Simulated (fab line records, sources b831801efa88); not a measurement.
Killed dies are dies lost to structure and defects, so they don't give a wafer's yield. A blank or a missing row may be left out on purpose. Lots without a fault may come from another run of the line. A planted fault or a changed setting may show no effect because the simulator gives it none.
fab line records | flow gf180mcu
record lots=7 wafers=21 last_day=34
route steps=602 shown NWELL@48 LVPWELL@54
lots that met no fault: from a run of the same line without faults
start_h: hours from the record's first day to the start of the lot's first wafer shown | wait_h: hours since the lot's step before | " the same as in the row above | L1.1+2: a row that stands for several wafers | - no value, or no start given | * or withheld: withheld | < > ~ a bound
route shown NAME@n: a module of which the file shows steps, and the number in the route of the first | usual: mean/standard deviation of fault-free wafers | same: alike in all rows | chamber/n: place in a boat | sites: the reading at each site | _std_site: their standard deviation | _edge_site: outer sites' mean less inner sites' | radius_mm: how far each site lies from the wafer's centre | mask NAME#n: copy n | behind: the tool/chamber that last shaped the wafer | hold: why the lot was held/for how many hours/how that ended | device: the transistor (n, p or np) that didn't switch | end of line: the same wafers' tests at the end of the route | a step without rows: its recipe alone | killed: dies lost to structure and defects at the first sort, not the wafer's yield | map: a wafer's dies, x killed, . not, _ none there
set.NAME: the setting as run; set.NAME@STEP: as run at that earlier step | model.NAME: the simulator's own value behind a step, which no gauge read
lots at some steps of the route; a table a step, a row a wafer
services: from which hour (start_h, from the record's first day; less than 0 if before it) a tool's chamber was out of use, for how many hours, and why
## steps
# step GF_NWELL_DEVELOP_06
# recipe wall_angle_deg=90 develop_time_s=60 dev_temp_c=23
# step GF_NWELL_OVL_MEAS_07
# usual NWELL_OVL=-1.0/1.4
# columns lot.wafer tool chamber start_h wait_h NWELL_OVL[nm]
L167.2 overlay-02 - 55.67 - 1.8
L167.3 " - " " -0.9
L167.6 " - " " -1.1
L168.1 overlay-02 - 63.57 - 0.5
L168.4 " - " " 0.8
L168.5 " - " " 0.5
L175.1 overlay-02 - 100.01 - 0.4
L175.2 " - " " 0.4
L175.6 " - " " -0.6
L176.1 overlay-02 - 102.55 - -3.1
L176.2 " - " " 0.1
L176.3 " - " " -0.4
L177.1 overlay-01 - 112.16 - 0.3
L177.2 " - " " 0.9
L177.3 " - " " 0.6
L184.2 overlay-02 - 147.92 - -0.1
L184.3 " - " " -1.8
L184.5 " - " " -2.0
L190.1 overlay-01 - 183.63 - -1.8
L190.2 " - " " -2.5
L190.6 " - " " -3.8
# step GF_NWELL_IMPLANT_08
# recipe species=P energy_kev=450 dose_cm2=1.5e+13 tilt_deg=0
# step GF_NWELL_IMPLANT_09
# recipe species=P energy_kev=160 dose_cm2=4e+12 tilt_deg=0
# step GF_NWELL_STRIP_10
# recipe chemistry=O2/N2 power_w=1400 pressure_mtorr=1500 platen_temp_c=250 o2_flow_sccm=3000 n2_flow_sccm=300 overash_fraction=0.5
# usual drypump_motor_current_A=5.8/0.32 heater_power_w=353/43 oes_product_au=0.723/0.0046 platen_temp_c=249.98/0.2 strip_time_to_endpoint_s=36.73/0.096
# columns lot.wafer tool chamber start_h wait_h drypump_motor_current_A heater_power_w oes_product_au platen_temp_c rf_hours_counter_h strip_time_to_endpoint_s
L167.2 plasma_asher-02 1 56.00 0.1 5.6 284 0.724 249.81 28 36.60
L167.3 " 1 " " 5.6 293 0.716 249.80 - 36.70
L167.6 " 0 " " 5.5 333 0.730 249.98 - 36.68
L168.1 plasma_asher-02 1 63.90 0.1 5.6 289 0.726 250.37 28 36.77
L168.4 " 1 " " 5.6 288 0.725 250.19 - 36.73
L168.5 " 1 " " 5.6 289 0.720 250.45 - 36.67
L175.1 plasma_asher-01 0 100.35 0.1 6.4 414 0.720 249.97 43 36.72
L175.2 " 1 " " 5.9 357 0.721 250.05 43 36.66
L175.6 " 1 " " 5.9 353 0.729 249.89 - 36.63
L176.1 plasma_asher-01 1 102.89 0.1 5.9 356 0.730 250.03 44 36.63
L176.2 " 0 " " 6.4 414 0.726 250.08 44 36.63
L176.3 " 1 " " 5.9 352 0.723 250.04 - 36.73
L177.1 plasma_asher-01 1 112.50 0.1 5.9 354 0.725 249.94 45 36.62
L177.2 " 0 " " 6.4 416 0.728 249.54 45 36.77
L177.3 " 1 " " 5.9 351 0.727 249.97 - 36.60
L184.2 plasma_asher-03 1 148.25 0.1 5.8 372 0.728 250.17 3 36.58
L184.3 " 1 " " 5.8 378 0.718 250.01 - 36.71
L184.5 " 0 " " 5.5 382 0.715 250.18 - 36.80
L190.1 plasma_asher-01 1 183.97 0.1 5.9 355 0.724 250.22 52 36.74
L190.2 " 0 " " 6.4 405 0.727 250.47 52 36.77
L190.6 " 0 " " 6.4 415 0.729 250.07 - 36.67
# step GF_NWELL_TW_MEAS_11
# usual NWELL_TW=1570/11
# columns lot.wafer tool chamber start_h wait_h NWELL_TW
L167.2 film_metro-02 - 56.11 0.1 1578
L167.3 " - " " 1580
L167.6 " - " " 1575
L168.1 film_metro-02 - 64.00 0.1 1577
L168.4 " - " " 1582
L168.5 " - " " 1585
L175.1 film_metro-02 - 100.45 0.1 1584
L175.2 " - " " 1573
L175.6 " - " " 1568
L176.1 film_metro-02 - 102.99 0.1 1568
L176.2 " - " " 1585
L176.3 " - " " 1576
L177.1 film_metro-02 - 112.60 0.1 1571
L177.2 " - " " 1580
L177.3 " - " " 1577
L184.2 film_metro-02 - 148.36 0.1 1577
L184.3 " - " " 1585
L184.5 " - " " 1568
L190.1 film_metro-04 - 184.07 0.1 1557
L190.2 " - " " 1572
L190.6 " - " " 1568
# step GF_LVPWELL_DEHYDRATE_00
# recipe temp_c=200 time_s=60
# step GF_LVPWELL_HMDS_01
# recipe prime_time_s=60 prime_temp_c=120
# step GF_LVPWELL_COAT_02
# recipe spin_rpm=2000 resist_thk_nm=3000
# step GF_LVPWELL_SOFTBAKE_03
# recipe temp_c=110 time_s=withheld
# step GF_LVPWELL_EXPOSE_04
# recipe mask_id=LVPWELL target_cd_nm=600 na=0.6 source_shape=conventional sigma_outer=0.6 dose_mj=260
# step GF_LVPWELL_PEB_05
# recipe temp_c=115 time_s=withheld
# step GF_LVPWELL_DEVELOP_06
# recipe wall_angle_deg=90 develop_time_s=60 dev_temp_c=23
# usual chill_plate_temp_C=22.98/0.099 develop_time_s=60/0
# columns lot.wafer tool chamber start_h wait_h chill_plate_temp_C develop_time_s
L167.2 litho_track-01 0 68 - 22.93 60
L167.3 " 0 " " 23.17 60
L167.6 " 0 " " 22.79 60
L168.1 litho_track-04 0 76 - 23.00 60
L168.4 " 0 " " 23.05 60
L168.5 " 0 " " 23.07 60
L175.1 litho_track-01 - 114 - - -
L175.2 " - " " - -
L175.6 " - " " - -
L176.1 litho_track-01 - 116 - - -
L176.2 " - " " - -
L176.3 " - " " - -
L177.1 litho_track-01 - 127 - - -
L177.2 " - " " - -
L177.3 " - " " - -
L184.2 litho_track-03 0 164 - 23.17 60
L184.3 " 0 " " 23.02 60
L184.5 " 0 " " 23.00 60
L190.1 litho_track-03 0 200 - 23.04 60
L190.2 " 0 " " 22.88 60
L190.6 " 0 201 - 22.93 60
# step GF_LVPWELL_OVL_MEAS_07
# usual LVPWELL_OVL=-0.4/1.4
# columns lot.wafer tool chamber start_h wait_h LVPWELL_OVL[nm]
L167.2 overlay-02 - 68.76 - 0.3
L167.3 " - " " 0.5
L167.6 " - " " -1.4
L168.1 overlay-02 - 76.52 - 0.3
L168.4 " - " " 0.0
L168.5 " - " " 2.1
L175.1 overlay-02 - 114.80 - -
L175.2 " - " " -
L175.6 " - " " -
L176.1 overlay-02 - 117.05 - -
L176.2 " - " " -
L176.3 " - " " -
L177.1 overlay-02 - 127.75 - -
L177.2 " - " " -
L177.3 " - " " -
L184.2 overlay-02 - 164.31 - -1.3
L184.3 " - " " -0.8
L184.5 " - " " -2.9
L190.1 overlay-01 - 201.09 - 0.0
L190.2 " - " " 0.5
L190.6 " - " " 0.9
## services
# columns tool chamber start_h hours kind
plasma_asher-03 - 108.75 9.0 pm
plasma_asher-03 0 108.75 9.0 vent_cycle
plasma_asher-03 1 108.75 9.0 vent_cycle
plasma_asher-03 0 117.75 - clean
plasma_asher-03 1 117.75 - clean
plasma_asher-03 - 124.28 2.4 repair
## key
first_sign step=GF_LVPWELL_DEVELOP_06 reading=tool_record direction=missing
effect none on later readings
met_at GF_LVPWELL_DEVELOP_06
struck_wafers L175.1,L175.2,L175.6,L176.1,L176.2,L176.3,L177.1,L177.2,L177.3
sort_left_out L175.1,L175.2,L175.6,L176.1,L176.2,L176.3,L177.1,L177.2,L177.3
tester_left_out L175,L176,L177
onset_between 68 114
fault kind=skipped_step_whole tool=litho_track-01 chamber=- onset_h=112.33 steps=GF_LVPWELL_DEVELOP_06 scope=struck_lots_only
# tester_left_out: of these lots the tester's yield and bins aren't shown, on N5 and GAA mostly nor the transistor test; their killed dies are dies lost to structure and defects alone, not to doping, threshold or leakage, so they don't give the yield
# sort_left_out: the simulated sort isn't trusted on such a fault, so these wafers' sort isn't shown, and their yield isn't known
